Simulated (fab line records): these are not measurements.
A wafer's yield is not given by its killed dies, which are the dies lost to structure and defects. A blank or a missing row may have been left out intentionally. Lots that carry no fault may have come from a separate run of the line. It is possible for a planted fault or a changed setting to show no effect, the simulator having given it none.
One fault seen from 2 desks / flow gf180mcu / each desk holds nothing but its own numbers, with what lay behind them at the end

== METROLOGY DESK ==
Means of the sampled wafers that have a number, per lot and without regard to the tool the lot ran on: this is what the gauges read. If a lot's mean is further than 4 standard deviations from the usual mean, the lot is out of limits and carries the mark OUT (the distance appears in the brackets).
Columns: A = TOP_METAL_ALCU_THK at GF_TOP_METAL_THK_MEAS_06, usual 908 nm; B = TOP_METAL_OVL at GF_TOP_METAL_OVL_MEAS_15, usual 0.1 nm
lot=L173; first seen here=day 28 01:17; A=917; B=-0.5
lot=L174; first seen here=day 28 02:18; A=891; B=-0.0
lot=L172; first seen here=day 28 03:35; A=920; B=-0.3
lot=L175; first seen here=day 28 17:46; A=886; B=0.8
lot=L179; first seen here=day 29 11:10; A=911; B=-1.3
lot=L178; first seen here=day 29 12:04; A=906; B=-0.4
lot=L177; first seen here=day 29 12:40; A=891; B=0.0
lot=L180; first seen here=day 30 00:53; A=908; B=1.2
lot=L181; first seen here=day 30 12:21; A=908; B=-1.4
lot=L182; first seen here=day 30 15:37; A=915; B=1.4
lot=L186; first seen here=day 31 17:47; A=925; B=1.7
lot=L189; first seen here=day 32 11:59; A=918; B=-0.0
lot=L190; first seen here=day 32 18:57; A=914; B=-0.5
lot=L193; first seen here=day 33 09:05; A=891; B=-0.3
This desk's verdict: no lot among the 14 shows anything out of limits.

== AT THE TOOL OWNER'S DESK: pvd-sputter-02 ==
At GF_CONTACT_SPUTTER_23 (material TiN, target thk 10 nm, time 40 s) the tool's own readings: per lot run on this tool, the mean of the sampled wafers that have a number. If a lot's mean is further than 4 standard deviations from the usual mean, the lot is out of limits and carries the mark OUT (the distance appears in the brackets).
Columns: A = throttle-valve-pct at GF_CONTACT_SPUTTER_23, usual 29.9 %
lot=L173; first seen here=day 16 22:12; A=30.8
lot=L174; first seen here=day 17 01:52; A=30.0
lot=L177; first seen here=day 18 17:18; A=30.6
lot=L180; first seen here=day 19 10:31; A=30.5
lot=L182; first seen here=day 20 01:07; A=29.7
lot=L186; first seen here=day 21 16:41; A=29.9
lot=L189; first seen here=day 22 16:26; A=30.2
lot=L190; first seen here=day 23 01:54; A=29.3
This desk's verdict: no lot among the 8 shows anything out of limits.

== ALL TOGETHER ==
From the metrology desk's view, nothing was out of limits.
The desk of the tool owner found nothing out of limits.

== WHAT THE SIMULATOR HAD INSERTED ==
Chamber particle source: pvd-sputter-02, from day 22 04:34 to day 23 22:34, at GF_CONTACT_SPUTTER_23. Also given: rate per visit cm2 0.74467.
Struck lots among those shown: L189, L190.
